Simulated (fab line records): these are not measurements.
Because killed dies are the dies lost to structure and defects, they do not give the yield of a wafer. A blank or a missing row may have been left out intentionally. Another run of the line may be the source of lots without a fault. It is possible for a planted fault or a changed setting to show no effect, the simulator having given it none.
Chamber matching | flow gf180mcu | pecvd-03 running GF_V3_CVD_02: 3 sister chambers
The step deposits SiO2 from TEOS, target thk 850 nm, time 94.851 s. 22 wafers are shown with their chamber, then 11 later ones without.

== EACH WAFER AND ITS CHAMBER ==
wafer  | chamber | heater_power_w (W)
L074.1 | 0       | 497
L074.3 | 1       | 739
L074.5 | 2       | 744
L077.1 | 0       | 623
L077.2 | 1       | 765
L077.3 | 2       | 859
L077.4 | 1       | 785
L077.5 | 2       | 866
L077.6 | 0       | 497
L078.1 | 2       | 862
L078.2 | 0       | 563
L078.3 | 1       | 709
L078.4 | 0       | 588
L078.5 | 2       | 909
L078.6 | 1       | 750
L080.2 | 2       | 752
L080.3 | 0       | 601
L080.6 | 1       | 641
L086.2 | 2       | 771
L086.4 | 1       | 773
L086.5 | 1       | 804
L088.1 | 0       | 510

SIGNATURES, as means of the wafers listed above
reading        | chamber 0 | chamber 1 | chamber 2 | scatter within a chamber
heater_power_w | 554.14    | 745.75    | 823.29    | 56.7
Rule: for a wafer and a chamber, the distance is found by dividing, reading by reading, the gap between the wafer's reading and the chamber's mean by the reading's scatter, squaring, summing and taking the root. The wafer belongs to the nearest chamber; if the next one is less than 2 further off, it can't be placed. The scatter is the square root of a quotient: the sum, over the shown wafers, of each reading's squared deviation from its chamber's mean, divided by wafers minus chambers.

== WAFERS MISSING THEIR CHAMBER ==
wafer  | heater_power_w (W)
L088.5 | 583
L088.6 | 661
L089.1 | 800
L089.2 | 737
L089.3 | 625
L090.1 | 620
L090.3 | 911
L090.5 | 504
L093.1 | 639
L093.4 | 725
L093.6 | 501

== CHAMBER TAKEN BY EACH ==
wafer  | from the rows above          | in truth
L088.5 | 0                            | 0
L088.6 | can't be placed: 1 or 0 or 2 | 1
L089.1 | can't be placed: 2 or 1      | 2
L089.2 | can't be placed: 1 or 2      | 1
L089.3 | can't be placed: 0 or 1      | 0
L090.1 | can't be placed: 0 or 1      | 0
L090.3 | can't be placed: 2 or 1      | 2
L090.5 | 0                            | 0
L093.1 | can't be placed: 0 or 1 or 2 | 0
L093.4 | can't be placed: 1 or 2      | 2
L093.6 | 0                            | 0
Correctly placed: 3 of 11. Cannot be placed on the basis of these rows: 8; the candidates contain the true chamber in 8. 0 placed wrongly.
